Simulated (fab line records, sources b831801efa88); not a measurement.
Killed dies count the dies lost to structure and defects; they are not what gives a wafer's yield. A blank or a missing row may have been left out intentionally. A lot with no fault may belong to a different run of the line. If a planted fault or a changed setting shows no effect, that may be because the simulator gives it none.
A lot that was struck, set against a sound lot -- flow sfq_line -- 14 out of 325 route steps
Sound: these wafers, L697.2, L697.5, L697.6. Struck: wafer L712.4 (left out: L712.2, L712.3 of the same lot, which were not struck); the cause appears at the end.
Per side, at each step with rows, come the tool, then ch with its chambers, and then its first start. Under that, the readings that differ: sound wafers -- struck wafers -- difference of the means -- sigmas: that difference in standard deviations of wafers without a fault.
alike: readings with means less than 2 such deviations apart, plus words and numbers identical on both sides. not compared: withheld readings, readings lacking a value on some wafer, bounds such as >300 that could conceal the same value, and numbers that have no deviation in the record and whose values overlap.
The two part at a step that has a row with sigmas, a row that says differs or no value, or rows on one side only. When numbers do not overlap yet have no deviation, they are printed without sigmas and do not part them. A reading that every wafer of one side lacks parts them only if that side has two wafers or more.

first, 1 step without rows for these wafers: SFQ_TRILAYER_M2_STRIP_SOLV_CLEAN_062 (cleans in NMP, time 600 s).
SFQ_TRILAYER_I2_DEP_PECVD_063: deposits SiO2 from SiH4/N2O, time 111.11 s, target thk 500 nm.
  sound on pecvd-04 ch 1,2, day 25 03:58; struck on pecvd-04 ch 2, day 40 05:44
  alike: heater_power_outer_w, heater_power_w, throttle_valve_pct
SFQ_TRILAYER_I2_CMP_CMP_064: polishes SiO2.
  sound on cmp-02 ch 0,1,2, day 25 08:08; struck on cmp-02 ch 3, day 41 02:38
  alike: edge_zone_pressure_frac, motor_current_A, time_to_endpoint_s
SFQ_I2_BOW_MEAS_917:
  sound on film_metro-02 at day 25 10:09; struck on film_metro-02 at day 41 05:40
  alike: I2_BOW
SFQ_TRILAYER_I2_METRO_MEASURE_065:
  sound on film_metro-02 at day 25 10:27; struck on film_metro-02 at day 41 05:58
  alike: thk_nm
then, 6 steps without rows for these wafers: SFQ_TRILAYER_I2_VIA_LITHO_COAT_072 (resist thk 62 nm); SFQ_TRILAYER_I2_VIA_LITHO_COAT_067 (resist thk 650 nm); SFQ_TRILAYER_I2_VIA_LITHO_SOFTBAKE_071; SFQ_TRILAYER_I2_VIA_LITHO_EXPOSE_068 (exposes mask I2, target cd 500 nm); SFQ_TRILAYER_I2_VIA_LITHO_PEB_070 (peb time 60 s); SFQ_TRILAYER_I2_VIA_LITHO_DEVELOP_069 (time 60 s).
-- the record jumps here: 5 days lie between the struck wafers' starts before and after --
SFQ_I2_OVL_MEAS_918:
  sound on overlay-01 at day 32 13:41; struck on overlay-01 at day 46 16:29
  alike: I2_OVL
SFQ_TRILAYER_I2_VIA_BARC_OPEN_VIA_ETCH_096: etches BARC in O2, target depth 125 nm, time 41.7 s.
  sound on rie_diel-03 ch 0,2, day 32 13:43; struck on rie_diel-01 ch 2, day 46 16:31
reading,sound,struck,difference,sigmas
chamber_pressure_mTorr (mTorr),30.010 29.981 30.033,24.017,-5.991,-99 or more
drypump_motor_current_A (A),5.2 5.2 5.7,6.3,+0.9,+3
  alike: oes_product_au
  not compared: rf_hours_counter_h
SFQ_TRILAYER_I2_VIA_ETCH_VIA_ETCH_070: etches SiO2 in CHF3, stops on Nb, target depth 260 nm.
  sound on rie_diel-03 ch 0,2, day 32 13:45; struck on rie_diel-01 ch 2, day 46 16:34
reading,sound,struck,difference,sigmas
drypump_motor_current_A (A),5.2 5.2 5.7,6.2,+0.8,+2
  alike: chamber_pressure_mTorr, oes_product_au

## WHERE THEY PART
First at SFQ_TRILAYER_I2_VIA_BARC_OPEN_VIA_ETCH_096; last, within this record, at SFQ_TRILAYER_I2_VIA_ETCH_VIA_ETCH_070.

WHY: the cause the simulator had injected
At SFQ_TRILAYER_I2_VIA_BARC_OPEN_VIA_ETCH_096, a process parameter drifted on rie_diel-01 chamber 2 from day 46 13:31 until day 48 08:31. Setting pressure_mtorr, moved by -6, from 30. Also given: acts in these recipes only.
